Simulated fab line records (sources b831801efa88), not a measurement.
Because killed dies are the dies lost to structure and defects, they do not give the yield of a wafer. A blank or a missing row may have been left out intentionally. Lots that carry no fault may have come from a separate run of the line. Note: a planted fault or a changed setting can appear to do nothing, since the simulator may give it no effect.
Struck lot and sound lot, side by side || flow sky130 || 14 steps out of a route of 708
Sound: the wafers L549.1, L549.2, L549.3. Wafers L546.2, L546.4, L546.5 were the ones struck. The cause comes at the end.
Order at every step that has rows: each side's tool, ch and its chambers, its first start. Under that, the readings that differ: sound wafers || struck wafers || difference of the means || sigmas: that difference in standard deviations of wafers without a fault.
alike: a reading whose means differ by less than 2 such deviations, as well as words and numbers matching on both sides. not compared: withheld readings; readings where some wafer has no value; bounds like >300 that might hide an equal value; numbers whose values overlap and for which the record gives no deviation.
The two part at a step that has a row with sigmas, a row that says differs or no value, or rows on one side only. Numbers that have no deviation but don't overlap get no sigmas and don't part them. A reading missing from all wafers of one side parts the sides only when that side holds two or more wafers.

first, 1 step without rows for these wafers: SKY_VIA3_ETCH_14 (etches BARC in N2/H2, stops on SiO2, time 45.9 s, target depth 60 nm).
SKY_VIA3_ETCH_15: etches SiO2 in C4F8/O2/Ar, stops on TiN, target depth 507 nm, time 78 s.
  sound on rie-diel-03 ch 0,1,2, day 42 18:11; struck on rie-diel-03 ch 0,2,3, day 41 20:24
  alike: oes-product-au
  not compared: rf-hours-counter-h
then, 4 steps without rows for these wafers: SKY_VIA3_STRIP_16 (strips in O2/N2); SKY_VIA3_STRIP_17 (strips in post etch residue remover, time 1200 s); SKY_VIA3_CLEAN_18 (cleans in IPA, time 180 s); SKY_VIA3_CLEAN_19 (cleans in O3/DIW).
SKY_VIA3_SPUTTER_20: material TiN, target thk 20 nm, time 80 s.
  struck on pvd-sputter-04, day 41 21:03; sound on pvd-sputter-02, day 42 18:50
  alike: cathode-dc-power-W, chamber-pressure-pa, throttle-valve-pct
SKY_VIA3_CVD_21: deposits W, target thk 390 nm, time 117.31 s.
  sound on cvd-w-01 ch 0,1, day 42 18:54; struck on cvd-w-01 ch 0,1, day 41 21:07
  alike: heater-power-w
SKY_VIA3_RS_MEAS_22: the measuring method here is four-point-probe.
  struck on film-metro-04, day 41 21:16; sound on film-metro-02, day 42 19:04
  alike: VIA3_W_RS
SKY_VIA3_THK_MEAS_23: measures by xrf.
  struck on film-metro-04, day 41 21:22; sound on film-metro-02, day 42 19:11
  alike: VIA3_W_THK
SKY_VIA3_CMP_24: polishes, stops on SiO2, t overpolish 20 s, target thk 0 nm.
  sound on cmp-02 ch 0,1,2, day 42 19:22; struck on cmp-02 ch 0,2, day 41 21:25
  alike: motor-current-A, overpolish-run-s, time-to-endpoint-s
then, 1 step without rows for these wafers: SKY_METAL4_SPUTTER_00 (material Ti, target thk 15 nm, time 10 s).
SKY_METAL4_SPUTTER_01: material TiN, target thk 20 nm, time 16.7 s.
  struck on pvd-sputter-03, day 41 21:44; sound on pvd-sputter-03, day 42 19:42
  no value came back on the struck wafers for cathode-dc-power-W (W), chamber-pressure-pa (Pa), throttle-valve-pct (%); on the sound wafers cathode-dc-power-W (W) reads 6500.8 6500.1 6500.7
SKY_METAL4_SPUTTER_02: material AlCu, target thk 735 nm, time 39.1 s.
  struck on pvd-sputter-03, day 41 21:46; sound on pvd-sputter-03, day 42 19:43
  alike: cathode-dc-power-W, chamber-pressure-pa, throttle-valve-pct

## WHERE THEY PART
Only at SKY_METAL4_SPUTTER_01, within this record. Later steps at which nothing parts them and some readings are alike: SKY_METAL4_SPUTTER_02.

WHY: what had been put in by the simulator
Beginning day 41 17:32, the whole step at SKY_METAL4_SPUTTER_01 was skipped on pvd-sputter-03. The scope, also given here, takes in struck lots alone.
